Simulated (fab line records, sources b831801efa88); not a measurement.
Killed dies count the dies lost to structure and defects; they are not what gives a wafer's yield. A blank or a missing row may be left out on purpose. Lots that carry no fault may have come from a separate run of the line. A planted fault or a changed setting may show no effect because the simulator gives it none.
What tool caused it? + flow sky130 + Sampling: 14 lots, 42 wafers, 4 of 708 route steps

WHAT EACH GAUGE READ, for each wafer
SKY_NWELL_RS_MEAS_29: uses a four-point probe to measure.
| lot  | measured     | on            | NWELL_RS (ohm/sq) |
|------|--------------|---------------|-------------------|
| L788 | day 5 08:35  | film_metro-02 | 625.6 625.3 627.1 |
| L789 | day 5 15:49  | film_metro-02 | 624.2 622.0 626.5 |
| L791 | day 6 04:03  | film_metro-02 | 624.5 627.3 628.6 |
| L792 | day 6 08:03  | film_metro-01 | 625.2 626.6 627.2 |
| L794 | day 6 20:32  | film_metro-01 | 625.5 625.4 626.4 |
| L795 | day 7 06:16  | film_metro-04 | 622.5 621.1 621.9 |
| L796 | day 7 08:26  | film_metro-01 | 625.6 625.3 625.5 |
| L797 | day 7 16:57  | film_metro-04 | 627.3 625.0 625.3 |
| L798 | day 7 20:05  | film_metro-02 | 626.1 625.3 624.3 |
| L799 | day 8 01:22  | film_metro-04 | 626.5 628.5 625.5 |
| L807 | day 10 02:54 | film_metro-01 | 624.0 624.7 623.3 |
| L808 | day 10 06:02 | film_metro-02 | 624.7 623.9 625.4 |
| L810 | day 11 03:12 | film_metro-01 | 625.7 628.6 626.8 |
| L811 | day 11 13:03 | film_metro-01 | 626.4 627.2 627.0 |

SKY_GATE_OXIDE_TW_MEAS_14.
| lot  | measured     | on            | GATE_OXIDE_TW     |
|------|--------------|---------------|-------------------|
| L788 | day 13 18:41 | film_metro-04 | 225.6 225.8 225.3 |
| L789 | day 14 09:03 | film_metro-04 | 227.2 226.8 227.6 |
| L791 | day 15 04:56 | film_metro-02 | 225.7 226.0 224.1 |
| L792 | day 15 09:55 | film_metro-04 | 222.0 222.5 222.0 |
| L794 | day 16 07:24 | film_metro-04 | 225.7 222.7 223.7 |
| L795 | day 16 16:27 | film_metro-04 | 224.4 223.5 223.9 |
| L796 | day 16 16:44 | film_metro-01 | 224.9 224.7 225.0 |
| L797 | day 17 08:13 | film_metro-02 | 224.9 226.5 225.9 |
| L798 | day 17 12:33 | film_metro-04 | 223.6 223.6 224.2 |
| L799 | day 17 21:35 | film_metro-04 | 223.3 223.7 223.4 |
| L807 | day 20 15:14 | film_metro-01 | 225.2 224.3 225.7 |
| L808 | day 20 22:21 | film_metro-04 | 222.7 223.1 222.1 |
| L810 | day 22 02:41 | film_metro-01 | 227.0 226.0 225.1 |
| L811 | day 22 13:44 | film_metro-04 | 223.7 223.5 224.5 |

SKY_POLY_CUT_OVL_MEAS_09.
| lot  | measured     | on         | POLY_CUT_OVL (nm) |
|------|--------------|------------|-------------------|
| L788 | day 24 06:23 | overlay-02 | -9 -3 -3          |
| L789 | day 24 23:35 | overlay-02 | -6 -9 -6          |
| L791 | day 25 23:22 | overlay-02 | 3 -6 3            |
| L792 | day 26 01:04 | overlay-01 | -8 -8 0           |
| L794 | day 26 18:57 | overlay-02 | 24 12 15          |
| L795 | day 27 06:32 | overlay-02 | 3 -1 0            |
| L796 | day 27 05:35 | overlay-01 | 9 5 9             |
| L797 | day 27 20:10 | overlay-02 | 6 1 4             |
| L798 | day 28 05:58 | overlay-01 | -3 -9 -4          |
| L799 | day 28 06:55 | overlay-02 | 1 -1 -9           |
| L807 | day 30 23:37 | overlay-01 | 10 11 9           |
| L808 | day 31 02:52 | overlay-02 | 4 4 2             |
| L810 | day 32 06:35 | overlay-02 | 8 6 10            |
| L811 | day 32 17:07 | overlay-01 | 11 13 15          |

WHAT TOOL EACH LOT RAN ON (gives the tool, then ch and the chambers of the sampled wafers, and finally the start)
| lot  | SKY_LDD_HVP_EXPOSE_04               |
|------|-------------------------------------|
| L788 | iline_stepper-01 ch 0, day 20 21:44 |
| L789 | iline_stepper-01 ch 0, day 21 15:15 |
| L791 | iline_stepper-01 ch 0, day 22 17:27 |
| L792 | iline_stepper-02 ch 0, day 22 20:20 |
| L794 | iline_stepper-02 ch 0, day 23 14:52 |
| L795 | iline_stepper-01 ch 0, day 24 02:22 |
| L796 | iline_stepper-01 ch 0, day 24 02:17 |
| L797 | iline_stepper-02, day 24 17:10      |
| L798 | iline_stepper-02, day 25 01:12      |
| L799 | iline_stepper-01 ch 0, day 25 04:04 |
| L807 | iline_stepper-02 ch 0, day 27 21:05 |
| L808 | iline_stepper-01 ch 0, day 28 02:31 |
| L810 | iline_stepper-01 ch 0, day 29 05:31 |
| L811 | iline_stepper-01 ch 0, day 29 16:50 |
- SKY_LDD_HVP_EXPOSE_04: exposes mask HVPTM, target cd 700 nm.

WHAT THE TOOLS THEMSELVES READ (means of the sampled wafers that have a number; where no wafer has one, the mark that the record gives instead)
SKY_LDD_HVP_EXPOSE_04.
| lot  | tool             | exposure_dose_mJ_cm2 | focus_offset_nm (nm) | reticle_temp_C (C) |
|------|------------------|----------------------|----------------------|--------------------|
| L788 | iline_stepper-01 | 86.06                | 0.2                  | 22.98              |
| L789 | iline_stepper-01 | 85.96                | -0.2                 | 22.93              |
| L791 | iline_stepper-01 | 85.98                | 0.3                  | 22.90              |
| L792 | iline_stepper-02 | 86.02                | -0.5                 | 22.96              |
| L794 | iline_stepper-02 | 86.04                | 0.0                  | 22.90              |
| L795 | iline_stepper-01 | 86.00                | -0.0                 | 22.90              |
| L796 | iline_stepper-01 | 85.90                | 0.2                  | 22.97              |
| L797 | iline_stepper-02 | -                    | -                    | -                  |
| L798 | iline_stepper-02 | -                    | -                    | -                  |
| L799 | iline_stepper-01 | 86.01                | 0.5                  | 22.98              |
| L807 | iline_stepper-02 | 85.94                | 0.0                  | 23.16              |
| L808 | iline_stepper-01 | 85.93                | 0.3                  | 23.04              |
| L810 | iline_stepper-01 | 85.92                | 0.6                  | 23.20              |
| L811 | iline_stepper-01 | 85.95                | 0.2                  | 22.94              |

THE ANSWER, worked out from the rows above alone
Rule: the usual values come from the lots themselves. The widest of any qualifying gaps counts: lots, ordered by their means at a reading, are off when they make up no more than a third of the lots, leave a main group of 4 or more, and stand apart from it by 3 or more times the standard deviation of that group's means. If all means in a main group match to the digits the tables above print for the reading, that group is not used. Also off: a lot with no number at a reading for which 4 or more lots have one. Where the step has rows for the other lots, those lots are counted as sound. After the gauges, taken in route order, come the tools' own readings; for these a lot's mean is taken, as printed above. The first step at which some lot is off is used, and at that step the reading that is off furthest; a lot without a number counts as furthest.
Off: L797, L798, at SKY_LDD_HVP_EXPOSE_04 (exposure_dose_mJ_cm2). Without a number there: L797, L798. For the main group the mean is 85.98 and the standard deviation 0.048.
A tool fits if, at that step or a process step before it, it ran every lot that is off, and no sound lot after the first of them. Of those tried, none fits.

WHAT WAS PUT IN BY THE SIMULATOR
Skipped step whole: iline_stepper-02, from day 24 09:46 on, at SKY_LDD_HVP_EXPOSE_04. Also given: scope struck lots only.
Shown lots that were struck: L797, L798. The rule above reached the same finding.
